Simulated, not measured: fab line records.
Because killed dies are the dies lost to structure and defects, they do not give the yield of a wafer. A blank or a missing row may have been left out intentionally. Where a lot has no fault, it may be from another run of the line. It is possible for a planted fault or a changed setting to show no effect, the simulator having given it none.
Which tool did it? ; flow gf180mcu ; 13 lots with 39 wafers sampled at 5 steps, on a route of 602 steps

WHAT THE GAUGES READ, wafer by wafer
GF_DNWELL_TW_MEAS_09. Usual: DNWELL_TW typically reads 1353, with standard deviation 8.1.
lot;measured;on;DNWELL_TW;flag
L656;day 3 01:08;filmMetro-04;1345 1346 1352;
L659;day 3 15:08;filmMetro-02;1354 1350 1350;
L660;day 4 00:35;filmMetro-03;1342 1351 1345;
L661;day 4 07:38;filmMetro-03;1356 1353 1356;
L662;day 4 11:35;filmMetro-02;1356 1356 1357;
L664;day 4 20:51;filmMetro-04;1347 1347 1354;
L665;day 5 03:55;filmMetro-02;1340 1343 1344;
L666;day 5 06:57;filmMetro-02;1356 1349 1343;
L667;day 5 10:53;filmMetro-02;1352 1349 1345;
L668;day 5 16:41;filmMetro-03;1365 1348 1352;
L669;day 5 19:59;filmMetro-03;1350 1352 1355;
L676;day 7 11:19;filmMetro-02;1505 1517 1511;OFF
L678;day 7 21:16;filmMetro-02;1528 1531 1528;OFF

GF_SAB_OVL_MEAS_10. Usual: SAB_OVL typically reads -0.1 nm, with standard deviation 1.5.
lot;measured;on;SAB_OVL (nm);flag
L656;day 15 15:46;overlay-01;1.1 0.9 2.0;
L659;day 16 11:28;overlay-01;0.8 0.6 0.8;
L660;day 17 08:10;overlay-02;-2.1 -2.0 -2.0;
L661;day 17 17:25;overlay-01;-0.6 0.6 -0.1;
L662;day 17 19:52;overlay-01;3.7 2.1 2.6;
L664;day 18 11:28;overlay-01;-1.1 1.1 1.1;
L665;day 19 07:12;overlay-02;-1.0 -1.2 -0.3;
L666;day 19 15:30;overlay-02;-0.8 -1.3 -1.1;
L667;day 19 16:58;overlay-02;-1.3 -0.6 -0.6;
L668;day 20 00:22;overlay-02;2.7 1.2 2.8;
L669;day 20 07:29;overlay-01;-3.9 -2.7 -1.4;
L676;day 22 19:42;overlay-02;-3.4 -1.1 -1.4;
L678;day 23 09:12;overlay-01;2.4 -0.5 1.1;

GF_M1_THK_MEAS_06: measures by xrf. Usual: M1_ALCU_THK typically reads 457 nm, with standard deviation 5.1.
lot;measured;on;M1_ALCU_THK (nm);flag
L656;day 16 17:58;filmMetro-01;462 459 458;
L659;day 17 13:49;filmMetro-01;456 454 458;
L660;day 18 10:29;filmMetro-02;461 457 457;
L661;day 18 20:17;filmMetro-03;460 454 466;
L662;day 18 22:59;filmMetro-02;455 452 456;
L664;day 19 14:47;filmMetro-03;443 445 446;
L665;day 20 10:22;filmMetro-01;461 464 458;
L666;day 20 18:31;filmMetro-03;470 461 461;
L667;day 20 20:25;filmMetro-02;454 451 456;
L668;day 21 04:19;filmMetro-02;461 461 464;
L669;day 21 10:47;filmMetro-02;459 456 457;
L676;day 23 21:31;filmMetro-03;449 449 445;
L678;day 24 10:23;filmMetro-03;459 450 458;

WHICH TOOL RAN EACH LOT (tool, then ch and the chambers of the sampled wafers, then the start)
lot;GF_DNWELL_IMPLANT_07;GF_HV_LDD_ETCHBACK_58
L656;implanter-02 ch 0, day 3 00:53;rieDiel-04 ch 1,2, day 12 23:59
L659;implanter-01 ch 0, day 3 14:53;rieDiel-01 ch 0,3, day 13 18:14
L660;implanter-01 ch 0, day 4 00:22;rieDiel-02 ch 0,2,3, day 14 12:53
L661;implanter-04 ch 0, day 4 07:23;rieDiel-02 ch 0,2, day 14 21:10
L662;implanter-04 ch 0, day 4 11:20;rieDiel-02 ch 1,3, day 15 00:22
L664;implanter-04 ch 0, day 4 20:38;rieDiel-01 ch 1,3, day 15 13:29
L665;implanter-01 ch 0, day 5 03:40;rieDiel-02 ch 0,1,2, day 16 08:02
L666;implanter-04 ch 0, day 5 06:43;rieDiel-01 ch 2,3, day 16 16:20
L667;implanter-02 ch 0, day 5 10:38;rieDiel-02 ch 1,2, day 16 16:54
L668;implanter-02 ch 0, day 5 16:26;rieDiel-04 ch 0,1, day 16 23:33
L669;implanter-01 ch 0, day 5 19:46;rieDiel-01 ch 1,2, day 17 07:13
L676;implanter-01 ch 0, day 7 11:04;rieDiel-02 ch 0,2,3, day 19 18:56
L678;implanter-01 ch 0, day 7 21:01;rieDiel-02 ch 0,3, day 20 09:27
- GF_DNWELL_IMPLANT_07
- GF_HV_LDD_ETCHBACK_58: etches Si3N4 in CH3F/O2, stops on SiO2, time 100 s, target depth 90 nm.

WHAT THE TOOLS THEMSELVES READ (means of the sampled wafers that have a number; where no wafer has one, the mark that the record gives instead)
GF_DNWELL_IMPLANT_07. Usual: doseIonsCm2 1e+13, standard deviation 1.3e+10; tiltDeg -0.003 degrees, standard deviation 0.02.
lot;tool;doseIonsCm2;tiltDeg (degrees);flag
L656;implanter-02;1e+13;0.001;
L659;implanter-01;1e+13;-0.007;
L660;implanter-01;1e+13;-0.014;
L661;implanter-04;1e+13;-0.001;
L662;implanter-04;1e+13;-0.005;
L664;implanter-04;1e+13;-0.019;
L665;implanter-01;1e+13;-0.006;
L666;implanter-04;1e+13;-0.003;
L667;implanter-02;1e+13;0.010;
L668;implanter-02;1e+13;-0.011;
L669;implanter-01;1e+13;0.000;
L676;implanter-01;1e+13;8.147;OFF
L678;implanter-01;1e+13;8.130;OFF

GF_HV_LDD_ETCHBACK_58. Usual: drypumpMotorCurrentA 5.9 A, standard deviation 0.45; oesProductAu 0.841 a.u., standard deviation 0.0071; throttleValvePct 10.560 %, standard deviation 0.0097.
lot;tool;drypumpMotorCurrentA (A);oesProductAu (a.u.);throttleValvePct (%);flag
L656;rieDiel-04;5.4;0.848;10.554;
L659;rieDiel-01;5.8;0.842;10.565;
L660;rieDiel-02;5.7;0.841;10.560;
L661;rieDiel-02;5.4;0.845;10.557;
L662;rieDiel-02;6.2;0.843;10.563;
L664;rieDiel-01;6.1;0.838;10.562;
L665;rieDiel-02;5.6;0.837;10.565;
L666;rieDiel-01;6.4;0.840;10.553;
L667;rieDiel-02;5.6;0.844;10.565;
L668;rieDiel-04;5.3;0.830;10.562;
L669;rieDiel-01;6.2;0.828;10.564;
L676;rieDiel-02;5.7;0.845;10.560;
L678;rieDiel-02;6.0;0.842;10.554;

THE ANSWER, worked out from the rows above alone
Rule: take the mean of a lot's wafers that have a number; if it is more than 3 standard deviations from the usual mean, the lot is off. A lot without any number at a reading at which 4 lots or more have one is off too. Where the step has rows for the other lots, those lots are counted as sound. After the gauges, taken in route order, come the tools' own readings; for these a lot's mean is taken, as printed above. The first step at which some lot is off is used, and at that step the reading that is off furthest; a lot without a number counts as furthest.
Off: L676, L678, seen at GF_DNWELL_TW_MEAS_09 (DNWELL_TW).
A tool fits if, at a process step before that reading, it ran every lot that is off, and no sound lot after the first of them. Not tried: the gauges at GF_DNWELL_TW_MEAS_09; whatever is off there is also off at GF_DNWELL_IMPLANT_07, on other tools, and gauge error can't account for it. One fits: implanter-01 at GF_DNWELL_IMPLANT_07. A fault onset in the window from L669 (day 5 19:46, its last sound lot) to L676 (day 7 11:04, its first lot off) fits.
The tool's own readings at GF_DNWELL_IMPLANT_07 bear it out: on the lots that are off they differ by more than 5 times the standard deviation of the sound lots' means. tiltDeg reads 8.139 degrees there against -0.005 degrees on the sound lots.

WHAT THE SIMULATOR PUT IN
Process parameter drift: implanter-01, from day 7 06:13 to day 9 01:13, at GF_DNWELL_IMPLANT_07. A move of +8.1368 in setting tiltDeg, from 0. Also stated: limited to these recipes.
Struck lots among those shown: L676, L678. Same finding as the rule above.
